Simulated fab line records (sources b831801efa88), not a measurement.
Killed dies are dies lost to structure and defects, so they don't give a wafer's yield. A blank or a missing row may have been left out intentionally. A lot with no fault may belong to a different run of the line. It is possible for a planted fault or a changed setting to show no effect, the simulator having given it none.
Problem report, 8D (eight disciplines) form, completed by code | flow sky130 | the parts of the form that need people (team, actions taken, sign-off) are left out

== 1. THE PROBLEM ==
Mean of oes_product_au at SKY_LOCAL_INTERCONNECT_ETCH_13: 0.817 a.u. across 3 wafers in 3 lots; on wafers with no fault it is 0.855 a.u. (standard deviation 0.0044). That puts it -8.6 standard deviations away from the usual mean.
The step: etches BARC in N2/H2, stops on SiO2, time 45.9 s, target depth 60 nm.
First seen on wafer L605.6, day 32 01:11, on rie_metal-01. The record has a number at this step for 30 wafers belonging to 11 lots. Rule for "out" (also "out of limits"): further than 4 standard deviations from the usual mean. The rest of the wafers with a number are treated as sound.

== 2. WHAT IT IS, AND WHAT IT ISN'T ==
question                    | is                     | is not
which readings at this step | oes_product_au         | drypump_motor_current_A, throttle_valve_pct
which lots                  | L605, L606, L607       | L603, L613, L614, L615, L616, L617, L618, L619
which wafers of those lots  | L605.6, L606.2, L607.6 | L605.5, L606.5, L607.1
read on which tools         | rie_metal-01           | rie_metal-03, rie_metal-04
when                        | from day 32 01:11      | up to then (4 sound wafers); but 23 sound wafers of L606, L607, L613, L614, L615, L616, L617, L618, L619 came after

== 3. WHAT RULES OUT EACH SUSPECT ==
Counting: any tool at a process step up to the reading remains a suspect provided it ran every lot that is out. Sound lots after the first of them don't rule it out here, since some wafers of a struck lot are sound.
- rie_metal-01 at SKY_LOCAL_INTERCONNECT_ETCH_13 (etches BARC in N2/H2, stops on SiO2, time 45.9 s, target depth 60 nm): kept. Every lot that is out went through it, the first being L605 (day 32 01:11); the last sound lot it ran before that was L603 (day 31 08:29). On those wafers its own readings are out: oes_product_au.
Left after counting: rie_metal-01 at SKY_LOCAL_INTERCONNECT_ETCH_13.

== 4. THE CAUSE (what the simulator had put in) ==
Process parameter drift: rie_metal-01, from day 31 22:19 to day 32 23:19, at SKY_LOCAL_INTERCONNECT_ETCH_13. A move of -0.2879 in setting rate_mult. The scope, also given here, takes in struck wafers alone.
This tool alone remained once counting was done.

== 5. THE CHAIN OF EFFECTS, in route order ==
One row per reading whose mean, taken over the struck wafers that have a number, lies over 3 standard deviations from the usual. Only readings whose record carries a usual standard deviation are examined. hours: median over the lots of the time between each lot's start at the first step of this table that gives one and its start at this step. sigmas: the change, counted in usual standard deviations.
hours | step                                 | reading                  | usual      | on struck wafers | change | sigmas
0     | SKY_LOCAL_INTERCONNECT_ETCH_13       | oes_product_au           | 0.855 a.u. | 0.817            | -0.038 | -8.6
0     | SKY_LOCAL_INTERCONNECT_METAL_ETCH_14 | oes_product_au           | 0.938 a.u. | 0.860            | -0.078 | -8.8
0     | SKY_LOCAL_INTERCONNECT_METAL_ETCH_14 | throttle_valve_pct       | 21.904 %   | 21.956           | +0.052 | +5.3
0     | SKY_LOCAL_INTERCONNECT_STRIP_15      | strip_time_to_endpoint_s | 4.726 s    | 4.847            | +0.121 | +4.3
354   | SKY_PAD_OPEN_PROBE_99                | killed_at_contacts       | 23         | 89               | +66    | +13
354   | SKY_PAD_OPEN_PROBE_99                | killed_dies              | 85         | 159              | +74    | +8.4
354   | SKY_PAD_OPEN_PROBE_99                | killed_on_rim            | 17         | 34               | +17    | +4.9
Process steps it contains:
- SKY_LOCAL_INTERCONNECT_ETCH_13: etches BARC in N2/H2, stops on SiO2, time 45.9 s, target depth 60 nm.
- SKY_LOCAL_INTERCONNECT_METAL_ETCH_14: etches TiN in Cl2/BCl3, stops on PSG, target depth 110 nm, time 31.4 s.
- SKY_LOCAL_INTERCONNECT_STRIP_15: strips in O2/N2.
- SKY_PAD_OPEN_PROBE_99
Later measuring or inspecting steps at which every struck wafer that the step has a row for has a number for every such reading, and none has moved that far: SKY_CONTACT_BOW_MEAS_05.

== 6. WHAT WOULD HAVE CAUGHT IT SOONER ==
First out-of-limits reading in this record: day 32 01:11, which is 3 hours after fault onset at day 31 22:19.
